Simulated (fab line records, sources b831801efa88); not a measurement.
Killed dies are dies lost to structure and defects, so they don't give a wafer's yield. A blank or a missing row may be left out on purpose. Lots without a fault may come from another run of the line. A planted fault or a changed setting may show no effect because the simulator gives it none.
Which tool did it? | flow gf180mcu | 7 lots, 21 wafers sampled, at 3 steps of a route of 602

WHAT THE GAUGES READ, wafer by wafer
GF_VT_IMPLANT_RS_MEAS_46: measures by four-point-probe.
lot  | measured     | on            | MVSD_RS (ohm/sq)
L601 | day 7 20:26  | film_metro-02 | 460.3 459.4 458.5
L606 | day 9 03:29  | film_metro-03 | 457.0 457.1 456.2
L608 | day 9 18:09  | film_metro-03 | 457.0 457.8 458.1
L611 | day 10 15:55 | film_metro-04 | 457.9 457.4 457.9
L618 | day 12 13:40 | film_metro-04 | 456.0 457.6 457.0
L620 | day 13 04:58 | film_metro-04 | 456.7 455.3 454.8
L623 | day 14 01:05 | film_metro-02 | 456.5 456.9 455.8

WHICH TOOL RAN EACH LOT (tool, then ch and the chambers of the sampled wafers, then the start)
lot  | GF_VT_IMPLANT_IMPLANT_30        | GF_VT_IMPLANT_RTA_45
L601 | implanter-01 ch 0, day 7 03:59  | rtp_anneal-01 ch 0, day 7 20:20
L606 | implanter-01 ch 0, day 8 10:23  | rtp_anneal-02 ch 0, day 9 03:17
L608 | implanter-01 ch 0, day 8 23:41  | rtp_anneal-01 ch 0, day 9 18:03
L611 | implanter-04 ch 0, day 9 21:24  | rtp_anneal-01 ch 0, day 10 15:49
L618 | implanter-04 ch 0, day 11 18:03 | rtp_anneal-02 ch 0, day 12 13:34
L620 | implanter-03 ch 0, day 12 09:21 | rtp_anneal-02 ch 0, day 13 04:52
L623 | implanter-01 ch 0, day 13 04:15 | rtp_anneal-01 ch 0, day 14 00:59
- GF_VT_IMPLANT_IMPLANT_30
- GF_VT_IMPLANT_RTA_45: time 30 s.

THE ANSWER, worked out from the rows above alone
Rule: what is usual is taken from the lots themselves. Put in order of their means at a reading, lots are off if they are a third of the lots or fewer, leave a main group of 4 or more, and stand apart from it by a gap of 3 or more times the standard deviation of the main group's means; of several such gaps the widest counts. A main group whose means are all the same, to the digits that the tables above print for the reading, isn't used. A lot without any number at a reading at which 4 lots or more have one is off too. The other lots that the step has rows for count as sound.
No lot is off at any reading shown: from this, nothing can be told.

WHAT THE SIMULATOR HAD PUT IN
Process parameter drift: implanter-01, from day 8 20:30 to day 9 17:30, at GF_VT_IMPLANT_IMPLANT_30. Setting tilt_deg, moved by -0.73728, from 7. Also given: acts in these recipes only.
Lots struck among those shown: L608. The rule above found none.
